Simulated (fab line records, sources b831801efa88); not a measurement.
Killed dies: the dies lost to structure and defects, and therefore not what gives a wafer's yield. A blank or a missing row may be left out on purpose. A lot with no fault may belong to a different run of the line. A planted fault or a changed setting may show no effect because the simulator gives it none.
What tool caused it? ; flow sky130 ; 37 wafers from 13 lots sampled at 2 of the route's 708 steps

== WHAT THE GAUGES SHOWED, per wafer ==
SKY_CAPM_OVL_MEAS_12. Usual: CAPM_OVL typically reads -0.7 nm, with standard deviation 1.2.
lot;measured;on;CAPM_OVL (nm);flag
L269;day 38 09:02;overlay-01;-0.6 -0.9 -1.3;
L270;day 38 11:50;overlay-02;-0.7 -0.8 -1.2;
L271;day 38 16:47;overlay-02;1.8 -0.5;
L273;day 39 10:50;overlay-02;0.2 0.4;
L277;day 40 09:53;overlay-02;0.2 -1.3 -1.1;
L279;day 40 20:40;overlay-02;0.7 1.2 2.7;
L282;day 41 15:41;overlay-01;-1.4 -1.0 -3.0;
L283;day 42 08:44;overlay-01;-2.1 -0.7 -2.8;
L286;day 42 19:50;overlay-01;-0.5 -2.1 -1.0;
L287;day 43 06:41;overlay-02;-0.5 -1.5 -4.3;
L288;day 43 14:59;overlay-02;-2.4 0.8 -1.1;
L289;day 43 16:56;overlay-02;0.4 0.0 -0.7;
L290;day 44 02:15;overlay-01;-1.5 -1.0 -0.3;

== TOOL THAT RAN EACH LOT (tool first, then ch and the chambers of the sampled wafers, then the start) ==
lot;SKY_METAL3_SPUTTER_01
L269;pvd-sputter-04, day 37 06:58
L270;pvd-sputter-02, day 37 10:28
L271;pvd-sputter-01, day 37 15:31
L273;pvd-sputter-02, day 38 09:22
L277;pvd-sputter-04, day 39 08:46
L279;pvd-sputter-02, day 39 19:56
L282;pvd-sputter-02, day 40 15:25
L283;pvd-sputter-04, day 41 08:50
L286;pvd-sputter-01, day 41 20:50
L287;pvd-sputter-02, day 42 07:35
L288;pvd-sputter-01, day 42 15:35
L289;pvd-sputter-01, day 42 17:03
L290;pvd-sputter-01, day 43 03:40
- SKY_METAL3_SPUTTER_01: material TiN, target thk 20 nm, time 16.7 s.

== AS READ BY THE TOOLS THEMSELVES (means over the sampled wafers that have a number; for cases with no such wafer, the mark the record gives instead) ==
SKY_METAL3_SPUTTER_01. Usual: 30.2 % for throttle-valve-pct, sd 1.2.
lot;tool;throttle-valve-pct (%);flag
L269;pvd-sputter-04;29.9;
L270;pvd-sputter-02;29.7;
L271;pvd-sputter-01;29.2;
L273;pvd-sputter-02;30.1;
L277;pvd-sputter-04;29.4;
L279;pvd-sputter-02;29.5;
L282;pvd-sputter-02;29.4;
L283;pvd-sputter-04;29.5;
L286;pvd-sputter-01;30.9;
L287;pvd-sputter-02;29.4;
L288;pvd-sputter-01;31.2;
L289;pvd-sputter-01;31.2;
L290;pvd-sputter-01;32.0;

== THE ANSWER, worked out from the rows above alone ==
Rule: take the mean of a lot's wafers that have a number; if it is more than 3 standard deviations from the usual mean, the lot is off. A lot without any number at a reading at which 4 lots or more have one is off too. Any other lot the step has rows for is counted as sound. The gauges are gone through in route order, then the tools' own readings, and for those a lot's mean is taken as printed above. At the first step where some lot is off, the reading lying furthest off is the one used; lots without a number count as furthest.
Across all readings shown, no lot is off: no conclusion can be drawn from this.

== WHAT THE SIMULATOR HAD PUT IN ==
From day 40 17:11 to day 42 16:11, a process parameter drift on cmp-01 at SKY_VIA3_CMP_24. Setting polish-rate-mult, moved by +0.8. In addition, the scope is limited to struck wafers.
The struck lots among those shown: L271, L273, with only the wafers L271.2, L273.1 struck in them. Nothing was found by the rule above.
